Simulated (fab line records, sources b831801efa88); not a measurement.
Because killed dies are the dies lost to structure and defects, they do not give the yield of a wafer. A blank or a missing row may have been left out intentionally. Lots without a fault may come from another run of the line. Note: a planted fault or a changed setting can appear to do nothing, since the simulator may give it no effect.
Which tool did it? + flow sky130 + 13 lots with 39 wafers sampled at 4 steps, on a route of 708 steps

== WHAT THE GAUGES SHOWED, per wafer ==
SKY_NWELL_TW_MEAS_15.
| lot  | measured     | on            | NWELL_TW       |
|------|--------------|---------------|----------------|
| L632 | day 4 13:58  | film-metro-01 | 1836 1837 1837 |
| L634 | day 5 03:24  | film-metro-03 | 1836 1840 1839 |
| L635 | day 5 06:37  | film-metro-03 | 1840 1836 1851 |
| L636 | day 5 14:23  | film-metro-03 | 1837 1826 1831 |
| L637 | day 5 22:46  | film-metro-02 | 1841 1853 1851 |
| L638 | day 6 04:13  | film-metro-02 | 1866 1841 1855 |
| L640 | day 6 14:53  | film-metro-01 | 1830 1836 1839 |
| L641 | day 7 01:18  | film-metro-03 | 1847 1837 1851 |
| L642 | day 7 03:11  | film-metro-01 | 1836 1839 1832 |
| L644 | day 7 14:25  | film-metro-02 | 1848 1835 1854 |
| L645 | day 7 16:22  | film-metro-03 | 1838 1832 1838 |
| L654 | day 9 21:50  | film-metro-01 | 1847 1858 1850 |
| L655 | day 10 06:10 | film-metro-02 | 1846 1838 1851 |

SKY_VT_ADJUST_HVTP_OVL_MEAS_08.
| lot  | measured     | on         | VT_ADJUST_HVTP_OVL (nm) |
|------|--------------|------------|-------------------------|
| L632 | day 6 00:09  | overlay-02 | -0.7 -0.1 1.0           |
| L634 | day 6 15:37  | overlay-02 | 3.9 2.3 1.8             |
| L635 | day 6 20:26  | overlay-02 | -0.8 1.6 0.7            |
| L636 | day 7 04:47  | overlay-02 | 2.5 1.9 1.9             |
| L637 | day 7 13:36  | overlay-01 | 2.2 -1.1 1.8            |
| L638 | day 7 19:20  | overlay-02 | 2.2 2.0 0.0             |
| L640 | day 8 06:35  | overlay-01 | -1.6 -0.8 0.5           |
| L641 | day 8 18:20  | overlay-02 | 1.1 -0.9 0.6            |
| L642 | day 8 20:17  | overlay-02 | 0.8 -1.2 -1.5           |
| L644 | day 9 07:23  | overlay-01 | -0.1 -2.2 -0.6          |
| L645 | day 9 09:17  | overlay-02 | 0.1 2.0 -0.4            |
| L654 | day 11 21:02 | overlay-02 | 0.4 -0.7 0.6            |
| L655 | day 12 07:03 | overlay-01 | 0.2 -0.2 0.4            |

== WHICH TOOL RAN EACH LOT (tool, then ch and the chambers of the sampled wafers, then the start) ==
| lot  | SKY_FIELD_ISO_ETCH_15             | SKY_FIELD_ISO_CMP_27         |
|------|-----------------------------------|------------------------------|
| L632 | rie-diel-01 ch 0,1, day 2 08:20   | cmp-01 ch 0,1,2, day 2 11:46 |
| L634 | rie-diel-04 ch 2,3, day 2 17:31   | cmp-01 ch 0,1, day 2 21:34   |
| L635 | rie-diel-04 ch 0,3, day 2 21:34   | cmp-02 ch 1,2,3, day 3 02:02 |
| L636 | rie-diel-03 ch 1,2, day 3 05:56   | cmp-01 ch 2,3, day 3 09:55   |
| L637 | rie-diel-03 ch 1,2,3, day 3 11:22 | cmp-01 ch 0,1,3, day 3 15:17 |
| L638 | rie-diel-01 ch 2,3, day 3 15:02   | cmp-02 ch 0,2,3, day 3 19:41 |
| L640 | rie-diel-01 ch 0,1, day 4 01:52   | cmp-01 ch 0,1,3, day 4 05:24 |
| L641 | rie-diel-04 ch 0,1,2, day 4 07:02 | cmp-01 ch 0,1,3, day 4 13:40 |
| L642 | rie-diel-03 ch 1,2, day 4 09:07   | cmp-01 ch 0,3, day 4 16:06   |
| L644 | rie-diel-04 ch 1,3, day 4 20:22   | cmp-02 ch 0,1,3, day 5 02:33 |
| L645 | rie-diel-04 ch 0,2, day 4 23:16   | cmp-02 ch 2,3, day 5 04:06   |
| L654 | rie-diel-03 ch 1,2, day 7 02:14   | cmp-01 ch 1,2,3, day 7 05:56 |
| L655 | rie-diel-01 ch 0,1,2, day 7 06:19 | cmp-01 ch 0,1, day 7 10:32   |
- SKY_FIELD_ISO_ETCH_15: etches the open film in CHF3/O2, stops on Si, target depth 180 nm, time 72 s.
- SKY_FIELD_ISO_CMP_27: polishes, stops on Si3N4, t overpolish 16 s, target thk 457.8 nm.

== AS READ BY THE TOOLS THEMSELVES (means over the sampled wafers that have a number; for cases with no such wafer, the mark the record gives instead) ==
SKY_FIELD_ISO_ETCH_15.
| lot  | tool        | bias-w (W) | drypump-motor-current-A (A) | oes-product-au (a.u.) | throttle-valve-pct (%) |
|------|-------------|------------|-----------------------------|-----------------------|------------------------|
| L632 | rie-diel-01 | 199.7      | 5.7                         | 0.932                 | 8.838                  |
| L634 | rie-diel-04 | 200.3      | 6.0                         | 0.926                 | 8.840                  |
| L635 | rie-diel-04 | 200.1      | 5.8                         | 0.924                 | 8.843                  |
| L636 | rie-diel-03 | 199.9      | 5.9                         | 0.939                 | 8.834                  |
| L637 | rie-diel-03 | 199.8      | 5.9                         | 0.933                 | 8.845                  |
| L638 | rie-diel-01 | 199.7      | 5.6                         | 0.927                 | 8.835                  |
| L640 | rie-diel-01 | 200.0      | 5.7                         | 0.930                 | 8.841                  |
| L641 | rie-diel-04 | 200.1      | 6.1                         | 0.934                 | 8.842                  |
| L642 | rie-diel-03 | 200.4      | 5.8                         | 0.923                 | 8.840                  |
| L644 | rie-diel-04 | 193.4      | 6.2                         | 0.919                 | 8.834                  |
| L645 | rie-diel-04 | 193.5      | 5.9                         | 0.922                 | 8.838                  |
| L654 | rie-diel-03 | 200.0      | 5.9                         | 0.927                 | 8.843                  |
| L655 | rie-diel-01 | 200.1      | 5.8                         | 0.931                 | 8.844                  |

SKY_FIELD_ISO_CMP_27.
| lot  | tool   | motor-current-A (A) | overpolish-run-s (s) | time-to-endpoint-s (s) |
|------|--------|---------------------|----------------------|------------------------|
| L632 | cmp-01 | 12.0                | 15.993               | 113                    |
| L634 | cmp-01 | 11.4                | 16.001               | 112                    |
| L635 | cmp-02 | 13.0                | 16.002               | 117                    |
| L636 | cmp-01 | 12.6                | 16.011               | 114                    |
| L637 | cmp-01 | 11.9                | 16.001               | 116                    |
| L638 | cmp-02 | 12.5                | 15.999               | 112                    |
| L640 | cmp-01 | 12.2                | 15.996               | 110                    |
| L641 | cmp-01 | 12.2                | 15.997               | 108                    |
| L642 | cmp-01 | 11.6                | 15.997               | 108                    |
| L644 | cmp-02 | 12.5                | 16.006               | 109                    |
| L645 | cmp-02 | 12.6                | 16.005               | 110                    |
| L654 | cmp-01 | 12.1                | 15.993               | 112                    |
| L655 | cmp-01 | 11.5                | 15.994               | 115                    |

== THE ANSWER, worked out from the rows above alone ==
Rule: the usual values come from the lots themselves. Put in order of their means at a reading, lots are off if they are a third of the lots or fewer, leave a main group of 4 or more, and stand apart from it by a gap of 3 or more times the standard deviation of the main group's means; of several such gaps the widest counts. The tables above print the reading to a certain number of digits; a main group whose means all agree to those digits is not used. A lot without any number at a reading at which 4 lots or more have one is off too. All remaining lots with rows at the step are treated as sound. Order of review: gauges by route order, followed by the tools' own readings, for which a lot's mean as printed above is used. At the first step where some lot is off, the reading lying furthest off is the one used; lots without a number count as furthest.
Off: L644, L645, at SKY_FIELD_ISO_ETCH_15 (bias-w). The main group: mean 200.0 W, standard deviation 0.22.
If a tool, at that step or one of the process steps before it, ran each lot that is off and ran no sound lot following the first of them, it fits. One fits: rie-diel-04 at SKY_FIELD_ISO_ETCH_15. A fault onset in the window from L641 (day 4 07:02, its last sound lot) to L644 (day 4 20:22, its first lot off) fits.
The tool's own readings at SKY_FIELD_ISO_ETCH_15 bear it out: on the lots that are off they differ by more than 5 times the standard deviation of the sound lots' means. bias-w reads 193.4 W there against 200.0 W on the sound lots.

== WHAT THE SIMULATOR PUT IN ==
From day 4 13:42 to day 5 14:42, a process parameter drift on rie-diel-04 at SKY_FIELD_ISO_ETCH_15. Setting bias-w, moved by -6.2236, from 200. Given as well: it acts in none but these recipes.
Lots struck among those shown: L644, L645. The rule given above showed the same thing.
